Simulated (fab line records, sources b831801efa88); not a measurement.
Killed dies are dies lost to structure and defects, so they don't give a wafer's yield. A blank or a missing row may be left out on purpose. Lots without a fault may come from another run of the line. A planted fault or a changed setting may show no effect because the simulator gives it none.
fab line records | flow sky130
record lots=13 wafers=39 last_day=50
route steps=708 shown FIELD_ISO@16 PAD_OPEN@708
lots that met no fault: from a run of the same line without faults
start_h: hours from the record's first day to the start of the lot's first wafer shown | wait_h: hours since the lot's step before | " the same as in the row above | L1.1+2: a row that stands for several wafers | - no value, or no start given | * or withheld: withheld | < > ~ a bound
route shown NAME@n: a module of which the file shows steps, and the number in the route of the first | usual: mean/standard deviation of fault-free wafers | same: alike in all rows | chamber/n: place in a boat | sites: the reading at each site | _std_site: their standard deviation | _edge_site: outer sites' mean less inner sites' | radius_mm: how far each site lies from the wafer's centre | mask NAME#n: copy n | behind: the tool/chamber that last shaped the wafer | hold: why the lot was held/for how many hours/how that ended | device: the transistor (n, p or np) that didn't switch | end of line: the same wafers' tests at the end of the route | a step without rows: its recipe alone | killed: dies lost to structure and defects at the first sort, not the wafer's yield | map: a wafer's dies, x killed, . not, _ none there
set.NAME: the setting as run; set.NAME@STEP: as run at that earlier step | model.NAME: the simulator's own value behind a step, which no gauge read
steps of the route over a sample of lots; a table a step, a row a wafer
services: from which hour (start_h, from the record's first day; less than 0 if before it) a tool's chamber was out of use, for how many hours, and why
## steps
# step SKY_FIELD_ISO_ETCH_15
# recipe chemistry=CHF3/O2 target_depth_nm=180 stop_on=Si source_w=600 bias_w=200 pressure_mtorr=40 chf3_flow_sccm=50 O2_flow_sccm=5 time_s=72
# usual drypump_motor_current_A=5.6/0.5 oes_product_au=0.949/0.0072 throttle_valve_pct=8.845/0.0099
# columns lot.wafer tool chamber start_h wait_h drypump_motor_current_A oes_product_au rf_hours_counter_h throttle_valve_pct
L233.1 rie_diel-04 2 29.81 0.0 6.1 0.955 102 8.860
L233.2 " 3 " " 5.1 0.961 104 8.846
L233.6 " 3 " " 5.1 0.954 - 8.843
L234.2 rie_diel-04 3 36.13 0.0 5.1 0.951 105 8.843
L234.3 " 2 " " 6.1 0.957 - 8.839
L234.6 " 2 " " 6.2 0.952 - 8.851
L235.1 rie_diel-04 0 42.17 0.0 4.8 0.944 112 8.838
L235.5 " 0 " " 4.8 0.953 - 8.847
L235.6 " 3 " " 5.1 0.951 - 8.851
L236.1 rie_diel-01 0 45.17 0.0 5.3 0.962 28 8.849
L236.3 " 2 " " 5.9 0.949 76 8.833
L236.5 " 2 " " 5.9 0.955 - 8.838
L238.2 rie_diel-02 1 55.41 0.0 5.4 0.953 68 8.847
L238.4 " 1 " " 5.4 0.953 - 8.849
L238.6 " 2 " " 5.6 0.947 - 8.847
L239.1 rie_diel-02 0 60.76 0.0 5.3 0.947 23 8.842
L239.2 " 2 " " 5.7 0.943 26 8.845
L239.4 " 2 " " 5.6 0.960 - 8.845
L240.4 rie_diel-04 2 64.21 0.0 6.1 0.953 103 8.838
L240.5 " 3 " " 5.1 0.950 - 8.840
L240.6 " 0 " " 4.8 0.956 - 8.847
L241.1 rie_diel-01 3 71.29 0.0 6.7 0.951 52 8.864
L241.2 " 1 " " 5.6 0.957 10 8.853
L241.3 " 1 " " 5.5 0.952 - 8.855
L242.1 rie_diel-02 2 75.41 0.0 5.7 0.955 26 8.855
L242.2 " 0 " " 5.4 0.946 23 8.845
L242.3 " 1 " " 5.4 0.946 68 8.836
L243.1 rie_diel-01 0 81.94 0.0 5.3 0.958 28 8.840
L243.2 " 2 " " 5.8 0.956 76 8.857
L243.5 " 3 " " 6.6 0.955 - 8.856
L244.1 rie_diel-02 0 85.56 0.0 5.4 0.934 23 8.832
L244.2 " 3 " " 4.8 0.941 10 8.835
L244.4 " 2 " " 5.6 0.932 27 8.858
L249.2 rie_diel-01 1 114.57 0.0 5.6 0.945 11 8.848
L249.3 " 0 " " 5.2 0.951 29 8.840
L249.5 " 0 " " 5.3 0.949 - 8.854
L252.1 rie_diel-01 2 127.06 0.0 5.8 0.951 78 8.832
L252.2 " 0 " " 5.2 0.943 30 8.843
L252.4 " 1 " " 5.6 0.943 11 8.824
# step SKY_PAD_OPEN_PROBE_99
# usual killed_at_M0_to_M3=44/7.1 killed_at_M4_up=3.1/1.8 killed_at_contacts=24/5.3 killed_at_front_end=15/4.5 killed_at_other=0.2/0.42 killed_dies=86/9.6 killed_open=46/6.9 killed_short=40/6.4
# same gross_dies=492 killed_at_back_side=0
# columns lot.wafer tool chamber start_h wait_h killed_at_M0_to_M3 killed_at_M4_up killed_at_contacts killed_at_front_end killed_at_other killed_dies killed_open killed_short
L242.1 prober-01 - 1137.15 0.1 49 2 26 19 0 96 53 43
L242.2 prober-01 - 1137.20 0.1 55 3 28 22 1 109 56 53
L242.3 prober-01 - 1137.25 0.2 49 4 17 16 0 86 51 35
L252.1 prober-01 - 1198.33 0.1 56 1 25 11 0 93 53 40
L252.2 prober-01 - 1198.38 0.1 36 2 21 45 0 104 44 25
L252.4 prober-01 - 1198.48 0.2 36 2 24 17 0 79 38 41
# killed by level:class
L242.1 METAL1:geometric_particle:short=11 LI_CONTACT:geometric_particle:open=10 VIA1:geometric_particle:open=9 VIA3:geometric_particle:open=8 CONTACT:geometric_particle:open=5 VIA2:geometric_particle:open=5 FIELD_ISO:geometric_particle:open=4 POLY_GATE:geometric_particle:short=4
L242.2 VIA1:geometric_particle:open=15 CONTACT:geometric_particle:open=10 POLY_GATE:geometric_particle:short=8 METAL2:geometric_particle:short=7 VIA3:geometric_particle:open=7 METAL1:geometric_particle:short=7 LOCAL_INTERCONNECT:geometric_particle:short=6 VIA2:geometric_particle:open=6
L242.3 VIA3:geometric_particle:open=13 VIA2:geometric_particle:open=10 VIA1:geometric_particle:open=9 LI_CONTACT:geometric_particle:open=7 FIELD_ISO:geometric_particle:short=6 CONTACT:geometric_particle:open=5 METAL2:geometric_particle:short=4 POLY_GATE:geometric_particle:open=3
L252.1 VIA1:geometric_particle:open=13 VIA1:geometric_particle:short=9 LI_CONTACT:geometric_particle:open=8 VIA3:geometric_particle:open=8 VIA2:geometric_particle:open=7 CONTACT:geometric_particle:open=6 METAL1:geometric_particle:short=5 VIA3:geometric_particle:short=5
L252.2 FIELD_ISO:unspecified=35 VIA1:geometric_particle:open=15 LI_CONTACT:geometric_particle:open=8 CONTACT:geometric_particle:open=6 FIELD_ISO:geometric_particle:short=5 VIA3:geometric_particle:open=5 LOCAL_INTERCONNECT:geometric_particle:short=4 METAL1:geometric_particle:short=4
L252.4 CONTACT:geometric_particle:open=10 FIELD_ISO:geometric_particle:short=6 VIA3:geometric_particle:open=6 LI_CONTACT:geometric_particle:open=5 METAL1:geometric_particle:short=5 METAL2:geometric_particle:short=5 VIA2:geometric_particle:short=5 POLY_GATE:geometric_particle:open=4
## services
# columns tool chamber start_h hours kind
rie_diel-04 1 16.43 20.9 repair
rie_diel-04 0 22.63 13.7 repair
rie_diel-02 3 52.65 16.1 repair
rie_diel-01 0 53.20 14.0 repair
rie_diel-01 2 64.05 15.1 repair
rie_diel-01 0 68.81 5.8 repair
rie_diel-01 1 86.74 9.0 repair
rie_diel-04 1 90.55 16.4 repair
rie_diel-04 - 93.17 14.6 pm
rie_diel-01 3 95.11 18.2 repair
rie_diel-02 1 124.66 32.8 repair
## key
first_sign step=SKY_PAD_OPEN_PROBE_99 reading=killed_at_front_end direction=up sigmas=6.7 usual=15 struck=45
effect none on later readings
met_at SKY_FIELD_ISO_ETCH_15
struck_lots L252
struck_wafers L252.2
tester_left_out L252
onset_between 114.57 127.06
fault kind=chamber_particle_source tool=rie_diel-01 chamber=0 onset_h=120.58 steps=SKY_FIELD_ISO_ETCH_15 rate_per_visit_cm2=0.62406 end_h=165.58
# tester_left_out: of these lots the tester's yield and bins aren't shown, on N5 and GAA mostly nor the transistor test; their killed dies are dies lost to structure and defects alone, not to doping, threshold or leakage, so they don't give the yield
